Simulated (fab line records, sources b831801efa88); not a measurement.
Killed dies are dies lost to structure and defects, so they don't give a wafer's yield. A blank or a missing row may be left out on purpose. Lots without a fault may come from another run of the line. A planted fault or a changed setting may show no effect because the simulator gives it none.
fab line records | flow sky130
record lots=6 wafers=18 last_day=50
route steps=708 shown LDD_P@263 LDD_HVN@267 LDD_HVP@278 PAD_OPEN@708
lots that met no fault: from a run of the same line without faults
start_h: hours from the record's first day to the start of the lot's first wafer shown | wait_h: hours since the lot's step before | " the same as in the row above | L1.1+2: a row that stands for several wafers | - no value, or no start given | * or withheld: withheld | < > ~ a bound
route shown NAME@n: a module of which the file shows steps, and the number in the route of the first | usual: mean/standard deviation of fault-free wafers | same: alike in all rows | chamber/n: place in a boat | sites: the reading at each site | _std_site: their standard deviation | _edge_site: outer sites' mean less inner sites' | radius_mm: how far each site lies from the wafer's centre | mask NAME#n: copy n | behind: the tool/chamber that last shaped the wafer | hold: why the lot was held/for how many hours/how that ended | device: the transistor (n, p or np) that didn't switch | end of line: the same wafers' tests at the end of the route | a step without rows: its recipe alone | killed: dies lost to structure and defects at the first sort, not the wafer's yield | map: a wafer's dies, x killed, . not, _ none there
set.NAME: the setting as run; set.NAME@STEP: as run at that earlier step | model.NAME: the simulator's own value behind a step, which no gauge read
lots at some steps of the route; a table a step, a row a wafer
services: from which hour (start_h, from the record's first day; less than 0 if before it) a tool's chamber was out of use, for how many hours, and why
## steps
# step SKY_LDD_P_OVL_MEAS_08
# usual LDD_P_OVL=1.8/1.5
# columns lot.wafer tool chamber start_h wait_h LDD_P_OVL[nm]
L335.2 overlay-02 - 437.30 0.1 1.4
L335.4 " - " " 1.0
L335.6 " - " " 2.4
L336.1 overlay-01 - 444.94 0.1 0.6
L336.4 " - " " 2.0
L336.5 " - " " 2.1
L346.2 overlay-01 - 544.78 0.1 4.9
L346.3 " - " " 3.3
L346.4 " - " " 4.8
L351.1 overlay-02 - 583.24 0.1 1.0
L351.5 " - " " 2.0
L351.6 " - " " 0.4
L350.3 overlay-02 - 584.24 0.1 1.3
L350.4 " - " " -0.8
L350.6 " - " " 1.8
L357.1 overlay-01 - 619.88 0.1 1.0
L357.2 " - " " 1.9
L357.6 " - " " 1.4
# step SKY_LDD_P_IMPLANT_09
# recipe species=BF2 energy_kev=25 dose_cm2=9.937e+12 tilt_deg=withheld
# step SKY_LDD_P_STRIP_10
# recipe chemistry=O2/N2 power_w=1400 pressure_mtorr=1500 platen_temp_c=withheld o2_flow_sccm=3000 n2_flow_sccm=300 overash_fraction=0.5
# usual drypump_motor_current_A=6.00/0.25 oes_product_au=0.715/0.0048 strip_time_to_endpoint_s=14.18/0.04
# columns lot.wafer tool chamber start_h wait_h drypump_motor_current_A oes_product_au rf_hours_counter_h strip_time_to_endpoint_s
L335.2 plasma_asher-03 1 437.48 0.1 6.31 0.714 64 14.15
L335.4 " 1 " " 6.29 0.714 - 14.12
L335.6 " 0 " " 6.13 0.712 - 14.16
L336.1 plasma_asher-04 1 445.12 0.1 5.57 0.705 70 14.17
L336.4 " 1 " " 5.56 0.714 - 14.14
L336.5 " 1 " " 5.54 0.713 - 14.16
L346.2 plasma_asher-04 1 544.96 0.1 5.54 0.707 79 14.21
L346.3 " 0 " " 5.97 0.720 - 14.25
L346.4 " 1 " " 5.56 0.707 - 14.23
L351.1 plasma_asher-03 0 583.42 0.1 6.19 0.715 78 14.22
L351.5 " 0 " " 6.20 0.720 - 14.21
L351.6 " 1 " " 6.29 0.724 - 14.23
L350.3 plasma_asher-03 1 584.45 0.1 6.28 0.718 - 14.20
L350.4 " 0 " " 6.17 0.722 - 14.20
L350.6 " 0 " " 6.19 0.726 - 14.21
L357.1 plasma_asher-03 0 620.06 0.1 6.16 0.719 82 14.16
L357.2 " 1 " " 6.27 0.707 82 14.16
L357.6 " 0 " " 6.13 0.706 - 14.18
# step SKY_LDD_P_TW_MEAS_11
# usual LDD_P_TW=638/5.3
# columns lot.wafer tool chamber start_h wait_h LDD_P_TW
L335.2 film_metro-03 - 437.59 0.1 632
L335.4 " - " " 634
L335.6 " - " " 632
L336.1 film_metro-03 - 445.22 0.1 626
L336.4 " - " " 629
L336.5 " - " " 629
L346.2 film_metro-03 - 545.07 0.1 630
L346.3 " - " " 627
L346.4 " - " " 633
L351.1 film_metro-04 - 583.52 0.1 636
L351.5 " - " " 635
L351.6 " - " " 641
L350.3 film_metro-01 - 584.53 0.1 647
L350.4 " - " " 642
L350.6 " - " " 646
L357.1 film_metro-04 - 620.16 0.1 641
L357.2 " - " " 635
L357.6 " - " " 643
# step SKY_LDD_HVN_DEHYDRATE_00
# recipe temp_c=200 time_s=60
# step SKY_LDD_HVN_HMDS_01
# recipe prime_time_s=60 prime_temp_c=120
# step SKY_LDD_HVN_COAT_02
# recipe resist=NOVOLAK spin_rpm=3000 resist_thk_nm=300
# step SKY_LDD_HVN_SOFTBAKE_03
# recipe temp_c=90 time_s=60 resist=NOVOLAK
# step SKY_LDD_HVN_EXPOSE_04
# recipe mask_id=HVNTM na=0.6 source_shape=conventional sigma_outer=0.6 polarization=unpolarized target_cd_nm=700 dose_mj=127
# step SKY_LDD_HVN_PEB_05
# recipe temp_c=withheld time_s=* resist=NOVOLAK
# step SKY_LDD_HVN_DEVELOP_06
# recipe resist=NOVOLAK developer=TMAH develop_time_s=60 dev_temp_c=23
# step SKY_LDD_HVN_OVL_MEAS_07
# usual LDD_HVN_OVL=0.3/1
# columns lot.wafer tool chamber start_h wait_h LDD_HVN_OVL[nm]
L335.2 overlay-01 - 466.96 0.1 -0.2
L335.4 " - " " -0.5
L335.6 " - " " -0.4
L336.1 overlay-01 - 474.66 0.1 1.9
L336.4 " - " " -0.5
L336.5 " - " " 0.8
L346.2 overlay-01 - 574.68 0.1 2.5
L346.3 " - " " 1.7
L346.4 " - " " 2.0
L351.1 overlay-01 - 612.86 0.1 0.0
L351.5 " - " " -0.4
L351.6 " - " " 1.3
L350.3 overlay-02 - 613.56 0.1 -1.3
L350.4 " - " " -0.7
L350.6 " - " " -0.1
L357.1 overlay-02 - 648.22 0.1 -0.7
L357.2 " - " " 0.2
L357.6 " - " " -0.6
# step SKY_LDD_HVN_IMPLANT_08
# recipe species=P energy_kev=60 dose_cm2=3e+13 tilt_deg=40
# usual beam_on_s=10.01/0.19 dose_ions_cm2=3.001e+13/3.3e+10 end_station_pressure_torr=5.15e-06/2.7e-07 faraday_current_uA=169/3.2
# columns lot.wafer tool chamber start_h wait_h beam_on_s dose_ions_cm2 end_station_pressure_torr faraday_current_uA
L335.2 implanter-04 0 467.02 0.0 9.94 2.997e+13 5.52e-06 170
L335.4 " 0 " " 10.02 3.004e+13 4.92e-06 169
L335.6 " 0 " " 10.24 2.995e+13 5.1e-06 165
L336.1 implanter-02 0 474.69 0.0 10.01 3.002e+13 5.66e-06 168
L336.4 " 0 " " 9.99 3.004e+13 5.04e-06 169
L336.5 " 0 " " 9.71 3.004e+13 4.89e-06 174
L346.2 implanter-04 0 574.73 0.0 9.32 3.003e+13 5.18e-06 180
L346.3 " 0 " " 10.03 3e+13 5.39e-06 169
L346.4 " 0 " " 9.91 2.996e+13 5.59e-06 171
L351.1 implanter-04 0 612.89 0.0 13.07 3.7435e+14 6.17e-06 1609
L351.5 " 0 " " 13.66 3.7433e+14 6.06e-06 1545
L351.6 " 0 " " 13.41 3.7437e+14 6.64e-06 1568
L350.3 implanter-04 0 613.64 0.1 13.09 3.743e+14 6.42e-06 1605
L350.4 " 0 " " 13.70 3.7432e+14 6.7e-06 1542
L350.6 " 0 " " 13.72 3.743e+14 6.3e-06 1534
L357.1 implanter-02 0 648.26 0.0 9.83 3e+13 4.68e-06 171
L357.2 " 0 " " 10.02 3.002e+13 5.54e-06 169
L357.6 " 0 " " 9.66 3.004e+13 5.15e-06 174
# step SKY_LDD_HVN_STRIP_09
# recipe chemistry=O2/N2 power_w=1400 pressure_mtorr=1500 platen_temp_c=withheld o2_flow_sccm=3000 n2_flow_sccm=300 overash_fraction=0.5
# usual drypump_motor_current_A=5.6/0.5 oes_product_au=0.408/0.0044 strip_time_to_endpoint_s=4.130/0.014
# columns lot.wafer tool chamber start_h wait_h drypump_motor_current_A oes_product_au rf_hours_counter_h strip_time_to_endpoint_s
L335.2 plasma_asher-01 1 467.14 0.1 5.4 0.401 35 4.117
L335.4 " 1 " " 5.4 0.406 - 4.130
L335.6 " 1 " " 5.4 0.413 - 4.131
L336.1 plasma_asher-03 1 474.84 0.1 6.3 0.411 68 4.121
L336.4 " 1 " " 6.3 0.411 - 4.142
L336.5 " 0 " " 6.2 0.401 - 4.163
L346.2 plasma_asher-03 0 574.86 0.1 6.1 0.406 78 4.136
L346.3 " 1 " " 6.3 0.404 - 4.143
L346.4 " 0 " " 6.2 0.408 - 4.116
L351.1 plasma_asher-01 1 613.04 0.1 5.4 0.406 50 4.127
L351.5 " 0 " " 4.9 0.407 - 4.129
L351.6 " 1 " " 5.4 0.415 - 4.119
L350.3 plasma_asher-03 1 613.77 0.1 6.3 0.401 - 4.111
L350.4 " 0 " " 6.2 0.402 - 4.112
L350.6 " 1 " " 6.3 0.413 - 4.131
L357.1 plasma_asher-01 1 648.41 0.1 5.4 0.410 53 4.134
L357.2 " 0 " " 4.9 0.401 53 4.114
L357.6 " 1 " " 5.4 0.413 - 4.130
# step SKY_LDD_HVN_TW_MEAS_10
# usual LDD_HVN_TW=1452/14
# columns lot.wafer tool chamber start_h wait_h LDD_HVN_TW
L335.2 film_metro-03 - 467.25 0.1 1443
L335.4 " - " " 1430
L335.6 " - " " 1438
L336.1 film_metro-02 - 474.94 0.1 1449
L336.4 " - " " 1455
L336.5 " - " " 1459
L346.2 film_metro-01 - 574.97 0.1 1484
L346.3 " - " " 1476
L346.4 " - " " 1477
L351.1 film_metro-01 - 613.14 0.1 3162
L351.5 " - " " 3152
L351.6 " - " " 3167
L350.3 film_metro-02 - 613.86 0.1 3140
L350.4 " - " " 3132
L350.6 " - " " 3125
L357.1 film_metro-03 - 648.51 0.1 1435
L357.2 " - " " 1438
L357.6 " - " " 1435
# step SKY_LDD_HVP_DEHYDRATE_00
# recipe temp_c=200 time_s=60
# step SKY_PAD_OPEN_PROBE_99
# usual killed_at_M0_to_M3=44/6.5 killed_at_M4_up=3.0/1.5 killed_at_contacts=25/5.1 killed_at_front_end=14/4.1 killed_at_other=0.3/0.57 killed_dies=87/9.5 killed_open=48/6.8 killed_short=39/6.2
# same gross_dies=492 killed_at_back_side=0
# columns lot.wafer tool chamber start_h wait_h killed_at_M0_to_M3 killed_at_M4_up killed_at_contacts killed_at_front_end killed_at_other killed_dies killed_open killed_short model.etest.tip_n_5v.rs_ohm_sq model.etest.nfet_g5v0d10v5.r_on_ohm_um model.etest.nfet_16v.r_on_ohm_um model.etest.nfet_g5v0d10v5.drive_ua_um model.etest.nfet_05v0_nvt.drive_ua_um model.etest.tip_n_5v.rs_ohm_sq_range model.etest.res_ndiff_hv.rs_ohm_sq model.etest.ring_5v.delay_ps
L335.2 prober-02 - 1076.20 0.1 51 3 12 28 0 94 55 38 1375 1931 1.41e+04 589.6 564.7 20.97 115.7 45.69
L335.4 prober-02 - 1076.30 0.2 44 1 18 12 0 75 40 34 1390 1930 1.426e+04 587 554.6 28.29 114.7 44.88
L335.6 prober-02 - 1076.40 0.2 44 4 18 12 0 78 43 35 1385 1916 1.424e+04 589.3 562.2 39.12 115.4 44.8
L336.1 prober-01 - 1078.99 0.1 41 3 21 15 0 80 40 39 1401 1944 1.42e+04 588 558.5 28.11 116.4 45.77
L336.4 prober-01 - 1079.14 0.2 38 4 37 13 0 92 53 38 1400 1950 1.42e+04 582.7 559.6 41.69 116.9 45.16
L336.5 prober-01 - 1079.19 0.2 53 3 26 14 0 96 54 42 1405 1927 1.426e+04 583.5 559.9 24.21 116.6 45.56
L346.2 prober-01 - 1148.05 0.1 53 5 21 15 1 95 46 47 1405 1877 1.427e+04 604.1 577 35.55 116.3 44.73
L346.3 prober-01 - 1148.10 0.2 49 2 29 15 0 95 61 33 1391 1847 1.409e+04 618.4 582 31.13 115.5 44.46
L346.4 prober-01 - 1148.15 0.2 40 3 30 18 0 91 44 47 1390 1881 1.405e+04 608.3 575.7 46.44 116.4 44.21
L351.1 prober-01 - 1178.23 0.1 42 3 35 11 0 91 46 45 200.7 1441 1.401e+04 712.7 622.2 4.793 95.87 41.5
L351.5 prober-01 - 1178.43 0.2 32 4 31 24 0 91 53 38 201.2 1420 1.404e+04 714.2 623.6 4.598 95.01 41.85
L351.6 prober-01 - 1178.48 0.2 44 4 19 20 0 87 42 44 200.6 1419 1.398e+04 715.6 632.3 5.59 95.03 41.38
L350.3 prober-02 - 1178.98 0.2 48 2 35 20 0 105 66 39 201.7 1437 1.369e+04 718.7 634.9 3.844 95.49 41.74
L350.4 prober-02 - 1179.03 0.2 37 0 23 19 0 79 47 32 201.9 1419 1.346e+04 732.6 646.2 5.2 95.33 41.09
L350.6 prober-02 - 1179.13 0.2 42 2 26 12 1 83 52 31 202.8 1442 1.35e+04 729.8 638.9 5.016 95.46 41.96
L357.1 prober-01 - 1195.67 0.1 54 3 23 17 1 98 54 44 1371 1858 1.404e+04 628.4 589.6 41.1 112.5 44.54
L357.2 prober-01 - 1195.72 0.1 44 2 22 13 1 82 55 27 1387 1848 1.41e+04 623.4 592 46.19 113.3 44.65
L357.6 prober-01 - 1195.92 0.2 45 4 33 15 0 97 54 43 1383 1842 1.404e+04 620.3 591.5 46.9 112.8 43.94
# killed by level:class
L335.2 VIA1:geometric_particle:open=13 FIELD_ISO:geometric_particle:open=7 CONTACT:geometric_particle:open=7 FIELD_ISO:geometric_particle:short=6 VIA2:geometric_particle:open=6 METAL1:geometric_particle:short=5 VIA3:geometric_particle:short=5 VIA3:geometric_particle:open=5
L335.4 VIA2:geometric_particle:open=11 LI_CONTACT:geometric_particle:open=6 METAL2:geometric_particle:short=6 VIA1:geometric_particle:open=6 POLY_GATE:geometric_particle:short=5 CONTACT:geometric_particle:open=5 VIA1:geometric_particle:short=5 CONTACT:geometric_particle:short=4
L335.6 VIA1:geometric_particle:open=10 CONTACT:geometric_particle:open=10 FIELD_ISO:geometric_particle:short=6 VIA3:geometric_particle:open=6 VIA3:geometric_particle:short=6 VIA1:geometric_particle:short=4 VIA2:geometric_particle:open=4 METAL3:geometric_particle:short=4
L336.1 VIA1:geometric_particle:open=11 LOCAL_INTERCONNECT:geometric_particle:short=7 LI_CONTACT:geometric_particle:open=6 METAL1:geometric_particle:short=6 VIA1:geometric_particle:short=6 POLY_GATE:geometric_particle:open=4 POLY_GATE:geometric_particle:short=4 CONTACT:geometric_particle:open=4
L336.4 CONTACT:geometric_particle:open=20 VIA1:geometric_particle:open=10 CONTACT:geometric_particle:short=7 VIA1:geometric_particle:short=7 VIA3:geometric_particle:open=6 LOCAL_INTERCONNECT:geometric_particle:short=5 METAL1:geometric_particle:short=4 LI_CONTACT:geometric_particle:open=4
L336.5 VIA2:geometric_particle:open=12 CONTACT:geometric_particle:open=11 VIA1:geometric_particle:open=10 METAL2:geometric_particle:short=8 METAL1:geometric_particle:short=7 LI_CONTACT:geometric_particle:open=6 CONTACT:geometric_particle:short=5 VIA3:geometric_particle:open=5
L346.2 VIA1:geometric_particle:open=9 LI_CONTACT:geometric_particle:open=8 CONTACT:geometric_particle:open=7 METAL2:geometric_particle:short=7 VIA3:geometric_particle:open=7 FIELD_ISO:geometric_particle:short=5 METAL1:geometric_particle:short=5 VIA1:geometric_particle:short=5
L346.3 VIA1:geometric_particle:open=15 CONTACT:geometric_particle:open=14 METAL1:geometric_particle:short=8 VIA3:geometric_particle:open=8 VIA2:geometric_particle:open=7 FIELD_ISO:geometric_particle:short=6 LI_CONTACT:geometric_particle:open=5 FIELD_ISO:geometric_particle:open=4
L346.4 CONTACT:geometric_particle:open=13 VIA1:geometric_particle:open=7 METAL1:geometric_particle:short=5 CONTACT:geometric_particle:short=5 FIELD_ISO:geometric_particle:open=4 POLY_GATE:geometric_particle:short=4 LI_CONTACT:geometric_particle:short=4 LOCAL_INTERCONNECT:geometric_particle:short=4
L351.1 LOCAL_INTERCONNECT:geometric_particle:short=10 VIA3:geometric_particle:open=9 CONTACT:geometric_particle:open=8 LI_CONTACT:geometric_particle:open=7 VIA1:geometric_particle:open=7 VIA2:geometric_particle:short=7 CONTACT:geometric_particle:short=6 METAL1:geometric_particle:short=5
L351.5 CONTACT:geometric_particle:open=16 FIELD_ISO:geometric_particle:open=8 VIA3:geometric_particle:open=8 VIA1:geometric_particle:open=7 FIELD_ISO:geometric_particle:short=6 LI_CONTACT:geometric_particle:open=6 VIA3:geometric_particle:short=6 CONTACT:geometric_particle:short=4
L351.6 CONTACT:geometric_particle:open=8 VIA3:geometric_particle:open=7 POLY_GATE:geometric_particle:short=7 METAL2:geometric_particle:short=7 VIA2:geometric_particle:open=6 VIA1:geometric_particle:short=6 VIA1:geometric_particle:open=6 METAL1:geometric_particle:short=5
L350.3 CONTACT:geometric_particle:open=19 VIA2:geometric_particle:open=10 LI_CONTACT:geometric_particle:open=9 METAL1:geometric_particle:short=7 VIA1:geometric_particle:open=7 VIA3:geometric_particle:open=7 METAL2:geometric_particle:short=6 FIELD_ISO:geometric_particle:open=4
L350.4 VIA1:geometric_particle:open=8 FIELD_ISO:geometric_particle:open=7 VIA3:geometric_particle:open=7 LI_CONTACT:geometric_particle:open=6 CONTACT:geometric_particle:short=6 CONTACT:geometric_particle:open=6 VIA1:geometric_particle:short=5 FIELD_ISO:geometric_particle:short=4
L350.6 VIA1:geometric_particle:open=15 LI_CONTACT:geometric_particle:open=9 CONTACT:geometric_particle:open=8 METAL1:geometric_particle:short=8 LOCAL_INTERCONNECT:geometric_particle:short=6 VIA3:geometric_particle:open=5 VIA2:geometric_particle:open=4 VIA1:geometric_particle:short=3
L357.1 VIA1:geometric_particle:open=17 VIA1:geometric_particle:short=10 LI_CONTACT:geometric_particle:open=9 CONTACT:geometric_particle:open=7 METAL1:geometric_particle:short=7 VIA2:geometric_particle:open=5 VIA3:geometric_particle:open=5 METAL2:geometric_particle:short=4
L357.2 VIA1:geometric_particle:open=16 CONTACT:geometric_particle:open=10 VIA2:geometric_particle:open=8 POLY_GATE:geometric_particle:open=5 LI_CONTACT:geometric_particle:open=5 METAL1:geometric_particle:short=5 VIA1:geometric_particle:short=5 LOCAL_INTERCONNECT:geometric_particle:short=4
L357.6 VIA1:geometric_particle:open=18 CONTACT:geometric_particle:open=10 LOCAL_INTERCONNECT:geometric_particle:short=8 CONTACT:geometric_particle:short=6 METAL2:geometric_particle:short=6 VIA1:geometric_particle:short=5 POLY_GATE:geometric_particle:open=4 LI_CONTACT:geometric_particle:open=4
## services
# columns tool chamber start_h hours kind
implanter-04 - 444.32 5.5 repair
implanter-04 - 465.30 0.7 repair
implanter-04 - 471.62 1.3 repair
plasma_asher-04 - 476.09 2.2 repair
implanter-02 - 523.28 4.0 pm
implanter-04 - 523.48 4.8 repair
plasma_asher-03 - 536.96 2.8 pm
implanter-02 - 550.79 2.0 repair
implanter-04 - 569.66 3.0 pm
implanter-04 - 628.73 8.6 repair
## key
first_sign step=SKY_LDD_HVN_IMPLANT_08 reading=dose_ions_cm2 direction=up sigmas=99+ usual=* struck=*
effect step=SKY_LDD_HVN_IMPLANT_08 reading=faraday_current_uA direction=up sigmas=99+ usual=169 struck=1567
effect step=SKY_LDD_HVN_TW_MEAS_10 reading=LDD_HVN_TW direction=up sigmas=99+ usual=1452 struck=3146
model_effect step=SKY_PAD_OPEN_PROBE_99 value=etest.tip_n_5v.rs_ohm_sq without=1382 struck=201.5
met_at SKY_LDD_HVN_IMPLANT_08
struck_wafers L350.3,L350.4,L350.6,L351.1,L351.5,L351.6
tester_left_out L350,L351
onset_between 574.73 612.89
fault kind=process_parameter_drift tool=implanter-04 chamber=- onset_h=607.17 steps=SKY_LDD_HVN_IMPLANT_08 channel=dose_cm2 offset=* shape=step end_h=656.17 acts_in=* stated=*
# tester_left_out: of these lots the tester's yield and bins aren't shown, on N5 and GAA mostly nor the transistor test; their killed dies are dies lost to structure and defects alone, not to doping, threshold or leakage, so they don't give the yield
